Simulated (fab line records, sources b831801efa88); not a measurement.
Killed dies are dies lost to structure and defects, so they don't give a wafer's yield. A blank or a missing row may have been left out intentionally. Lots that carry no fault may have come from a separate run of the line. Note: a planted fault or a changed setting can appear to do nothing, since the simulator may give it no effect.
A struck lot beside a sound one -- flow sky130 -- 14 out of 708 route steps
Sound: the wafers L531.2, L531.4, L531.6. Wafers L545.1, L545.2, L545.5 were the ones struck. At the end, the cause is stated.
Order at every step that has rows: each side's tool, ch and its chambers, its first start. Under that, the readings that differ: sound wafers -- struck wafers -- difference of the means -- sigmas: that difference in standard deviations of wafers without a fault.
alike: readings whose means differ by less than 2 such deviations, and words and numbers that are the same on both sides. not compared: withheld readings, readings that some wafer has no value for, bounds like >300 that may hide the same value, and numbers for which the record gives no deviation and whose values overlap.
Wherever a step has rows on one side only, a row that says differs or no value, or a row with sigmas, the two part there. Numbers that have no deviation but don't overlap get no sigmas and don't part them. A reading that every wafer of one side lacks parts them only if that side has two wafers or more.

SKY_NWELL_OVL_MEAS_10:
  sound: overlay-01 at day 5 18:07; struck: overlay-01 at day 9 04:31
  alike: NWELL_00_OVL
then, 3 steps without rows for these wafers: SKY_NWELL_IMPLANT_11; SKY_NWELL_IMPLANT_12; SKY_NWELL_IMPLANT_13.
SKY_NWELL_STRIP_14: strips in O2/N2.
  sound on plasma asher-02 ch 0,1, day 5 18:36; struck on plasma asher-02 ch 0,1, day 9 05:00
  alike: drypump motor current A, n2 flow sccm, oes product au, strip time to endpoint s
  not compared: rf hours counter h
SKY_NWELL_TW_MEAS_15:
  sound: film metro-01 at day 5 18:43; struck: film metro-01 at day 9 05:06
  alike: NWELL_TW
then, 6 steps without rows for these wafers: SKY_NWELL_DEHYDRATE_16 (time 60 s); SKY_NWELL_HMDS_17 (prime time 60 s); SKY_NWELL_COAT_18 (resist thk 3000 nm); SKY_NWELL_SOFTBAKE_19; SKY_NWELL_EXPOSE_20 (exposes mask NWM COMPLEMENT, target cd 840 nm); SKY_NWELL_PEB_21.
SKY_NWELL_DEVELOP_22: develop time 60 s.
  struck on litho track-01, day 10 03:00; sound on litho track-03 ch 0, day 6 13:00
  no value came back on the struck wafers for chill plate temp C (C), develop time s (s); on the sound wafers chill plate temp C (C) reads 23.00 23.01 22.87
SKY_NWELL_OVL_MEAS_23:
  sound: overlay-01 at day 6 13:21; struck: overlay-02 at day 10 03:22
reading,sound,struck,difference,sigmas
NWELL_01_OVL (nm),0.9 1.5 0.8,- - -,no value on the struck wafers,

WHERE THEY PART
Last at SKY_NWELL_OVL_MEAS_23 as far as this record goes, first at SKY_NWELL_DEVELOP_22.

WHY: whatever the simulator had introduced
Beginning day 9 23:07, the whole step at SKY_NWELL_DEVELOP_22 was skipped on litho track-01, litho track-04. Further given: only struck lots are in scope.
